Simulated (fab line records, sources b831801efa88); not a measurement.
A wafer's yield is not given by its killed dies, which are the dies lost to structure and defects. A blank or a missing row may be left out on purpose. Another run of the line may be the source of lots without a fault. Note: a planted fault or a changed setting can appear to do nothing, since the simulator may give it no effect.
The tool behind it: which one? + flow gf180mcu + 11 lots, 31 wafers sampled, at 6 steps of a route of 602

## WHAT THE GAUGES SHOWED, per wafer
GF_M1_RS_MEAS_05: uses a four-point probe to measure. Usual: for M1_ALCU_RS the level is 0.0689 ohm/sq and the standard deviation is 0.00071.
| lot  | measured     | on           | M1_ALCU_RS (ohm/sq)         | flag |
|------|--------------|--------------|-----------------------------|------|
| L879 | day 16 06:01 | filmMetro-02 | 0.0691 0.0694 0.0699        |      |
| L884 | day 17 22:22 | filmMetro-03 | 0.0692 0.0695 0.0685        |      |
| L885 | day 18 09:00 | filmMetro-02 | 0.0679 0.0694 0.0675        |      |
| L886 | day 18 18:15 | filmMetro-03 | 0.0685 0.0692 0.0693        |      |
| L888 | day 19 14:28 | filmMetro-03 | 0.0535 0.0690 0.0535 0.0689 | OFF  |
| L890 | day 20 06:48 | filmMetro-01 | 0.0691 0.0534 0.0692 0.0535 | OFF  |
| L897 | day 22 14:44 | filmMetro-01 | 0.0685 0.0687 0.0692        |      |
| L899 | day 23 07:24 | filmMetro-01 | 0.0684 0.0689 0.0677        |      |
| L900 | day 23 15:58 | filmMetro-01 | 0.0683 0.0686 0.0682        |      |
| L901 | day 23 22:07 | filmMetro-02 | 0.0685 0.0670 0.0674        |      |
| L902 | day 24 10:41 | filmMetro-03 | 0.0683 0.0695 0.0686        |      |

GF_M1_THK_MEAS_06: measures by xrf. Usual: for M1_ALCU_THK the level is 460 nm and the standard deviation is 4.8.
| lot  | measured     | on           | M1_ALCU_THK (nm) | flag |
|------|--------------|--------------|------------------|------|
| L879 | day 16 06:07 | filmMetro-02 | 457 454 453      |      |
| L884 | day 17 22:29 | filmMetro-03 | 457 458 463      |      |
| L885 | day 18 09:07 | filmMetro-02 | 470 457 472      |      |
| L886 | day 18 18:22 | filmMetro-03 | 465 460 461      |      |
| L888 | day 19 20:58 | filmMetro-03 | 598 464 594 464  | OFF  |
| L890 | day 20 10:25 | filmMetro-01 | 458 591 458 593  | OFF  |
| L897 | day 22 14:51 | filmMetro-01 | 465 461 457      |      |
| L899 | day 23 07:31 | filmMetro-01 | 461 458 466      |      |
| L900 | day 23 16:05 | filmMetro-01 | 461 460 462      |      |
| L901 | day 23 22:13 | filmMetro-02 | 460 470 471      |      |
| L902 | day 24 10:49 | filmMetro-03 | 464 458 462      |      |

GF_M1_CD_MEAS_14 targets a cd of 230 nm. Usual: 230.5 nm for cdNm, sd 1.3.
| lot  | measured     | on       | cdNm (nm)         | flag |
|------|--------------|----------|-------------------|------|
| L879 | day 17 03:34 | cdSem-01 | 230.5 230.8 229.9 |      |
| L884 | day 18 21:32 | cdSem-01 | 228.9 229.9 228.7 |      |
| L885 | day 19 09:08 | cdSem-01 | 228.4 227.3 228.2 |      |
| L886 | day 19 18:59 | cdSem-02 | 231.4 229.9 231.0 |      |
| L888 | day 20 14:52 | cdSem-01 | 232.0 231.5       |      |
| L890 | day 21 07:31 | cdSem-01 | 229.2 229.4       |      |
| L897 | day 23 14:05 | cdSem-01 | 233.1 231.9 232.6 |      |
| L899 | day 24 05:29 | cdSem-01 | 230.3 231.0 231.7 |      |
| L900 | day 24 14:58 | cdSem-01 | 230.2 230.4 230.6 |      |
| L901 | day 24 20:42 | cdSem-02 | 229.0 229.6 229.2 |      |
| L902 | day 25 08:47 | cdSem-02 | 231.2 230.2 230.9 |      |

## EACH LOT AND THE TOOL THAT RAN IT (in order: tool; ch and the chambers of the sampled wafers; start)
| lot  | GF_CONTACT_SPUTTER_22       | GF_CONTACT_CMP_27             | GF_M1_SPUTTER_02            |
|------|-----------------------------|-------------------------------|-----------------------------|
| L879 | pvdSputter-04, day 16 05:05 | cmp-02 ch 1,2,3, day 16 05:28 | pvdSputter-03, day 16 05:54 |
| L884 | pvdSputter-01, day 17 21:18 | cmp-02 ch 0,2,3, day 17 21:41 | pvdSputter-03, day 17 22:14 |
| L885 | pvdSputter-02, day 18 08:05 | cmp-01 ch 0,1,2, day 18 08:31 | pvdSputter-04, day 18 08:53 |
| L886 | pvdSputter-04, day 18 17:17 | cmp-01 ch 0,2,3, day 18 17:45 | pvdSputter-03, day 18 18:08 |
| L888 | pvdSputter-04, day 19 13:34 | cmp-01 ch 0,3, day 19 14:05   | pvdSputter-03, day 19 14:22 |
| L890 | pvdSputter-04, day 20 05:53 | cmp-01 ch 2,3, day 20 06:16   | pvdSputter-03, day 20 06:41 |
| L897 | pvdSputter-01, day 22 13:50 | cmp-01 ch 0,1,2, day 22 14:13 | pvdSputter-04, day 22 14:38 |
| L899 | pvdSputter-01, day 23 06:29 | cmp-02 ch 0,2,3, day 23 06:52 | pvdSputter-03, day 23 07:17 |
| L900 | pvdSputter-04, day 23 15:03 | cmp-01 ch 0,2,3, day 23 15:29 | pvdSputter-03, day 23 15:52 |
| L901 | pvdSputter-02, day 23 21:10 | cmp-02 ch 0,3, day 23 21:33   | pvdSputter-03, day 23 21:59 |
| L902 | pvdSputter-01, day 24 09:47 | cmp-02 ch 1,2,3, day 24 10:10 | pvdSputter-01, day 24 10:36 |
- GF_CONTACT_SPUTTER_22: material Ti, target thk 15 nm, time 80.02 s.
- GF_CONTACT_CMP_27: polishes, stops on SiO2, t overpolish 15 s, target thk 0 nm.
- GF_M1_SPUTTER_02: material AlCu, target thk 450 nm, time 23.9 s.

## WHAT THE TOOLS THEMSELVES READ (means of the sampled wafers that have a number; where no wafer has one, the mark that the record gives instead)
GF_CONTACT_SPUTTER_22. Usual: 30.2 % for throttleValvePct, sd 1.3.
| lot  | tool          | throttleValvePct (%) | flag |
|------|---------------|----------------------|------|
| L879 | pvdSputter-04 | 29.7                 |      |
| L884 | pvdSputter-01 | 30.3                 |      |
| L885 | pvdSputter-02 | 30.2                 |      |
| L886 | pvdSputter-04 | 29.8                 |      |
| L888 | pvdSputter-04 | 29.7                 |      |
| L890 | pvdSputter-04 | 31.1                 |      |
| L897 | pvdSputter-01 | 30.6                 |      |
| L899 | pvdSputter-01 | 30.6                 |      |
| L900 | pvdSputter-04 | 31.1                 |      |
| L901 | pvdSputter-02 | 30.2                 |      |
| L902 | pvdSputter-01 | 30.8                 |      |

GF_CONTACT_CMP_27. Usual: motorCurrentA 11.3 A, standard deviation 1.2; overpolishRunS 15.001 s, standard deviation 0.0094; timeToEndpointS 76 s, standard deviation 5.5.
| lot  | tool   | motorCurrentA (A) | overpolishRunS (s) | timeToEndpointS (s) | flag |
|------|--------|-------------------|--------------------|---------------------|------|
| L879 | cmp-02 | 10.5              | 15.011             | 76                  |      |
| L884 | cmp-02 | 10.8              | 15.007             | 76                  |      |
| L885 | cmp-01 | 11.1              | 14.993             | 75                  |      |
| L886 | cmp-01 | 11.6              | 15.003             | 71                  |      |
| L888 | cmp-01 | 11.1              | 15.002             | 70                  |      |
| L890 | cmp-01 | 12.3              | 14.989             | 68                  |      |
| L897 | cmp-01 | 11.1              | 14.996             | 76                  |      |
| L899 | cmp-02 | 10.6              | 14.996             | 73                  |      |
| L900 | cmp-01 | 11.8              | 14.996             | 76                  |      |
| L901 | cmp-02 | 11.4              | 14.997             | 79                  |      |
| L902 | cmp-02 | 10.9              | 15.003             | 79                  |      |

GF_M1_SPUTTER_02. Usual: 30.4 % for throttleValvePct, sd 1.1.
| lot  | tool          | throttleValvePct (%) | flag |
|------|---------------|----------------------|------|
| L879 | pvdSputter-03 | 30.5                 |      |
| L884 | pvdSputter-03 | 30.8                 |      |
| L885 | pvdSputter-04 | 29.2                 |      |
| L886 | pvdSputter-03 | 30.4                 |      |
| L888 | pvdSputter-03 | 30.3                 |      |
| L890 | pvdSputter-03 | 30.6                 |      |
| L897 | pvdSputter-04 | 29.8                 |      |
| L899 | pvdSputter-03 | 30.5                 |      |
| L900 | pvdSputter-03 | 30.5                 |      |
| L901 | pvdSputter-03 | 31.1                 |      |
| L902 | pvdSputter-01 | 30.9                 |      |

## THE ANSWER, worked out from the rows above alone
Rule: a lot counts as off when the mean over its wafers that have a number is more than 3 standard deviations away from the usual mean. A lot without any number at a reading at which 4 lots or more have one is off too. Any other lot the step has rows for is counted as sound. The gauges are gone through in route order, then the tools' own readings, and for those a lot's mean is taken as printed above. At the first step where some lot is off, the reading lying furthest off is the one used; lots without a number count as furthest.
Off: at GF_M1_RS_MEAS_05 (M1_ALCU_RS), L888, L890.
A tool fits if, at a process step before that reading, it ran every lot that is off, and no sound lot after the first of them. The gauges at GF_M1_RS_MEAS_05 are tried like those tools. None of those tried fits.

## WHAT WAS PUT IN BY THE SIMULATOR
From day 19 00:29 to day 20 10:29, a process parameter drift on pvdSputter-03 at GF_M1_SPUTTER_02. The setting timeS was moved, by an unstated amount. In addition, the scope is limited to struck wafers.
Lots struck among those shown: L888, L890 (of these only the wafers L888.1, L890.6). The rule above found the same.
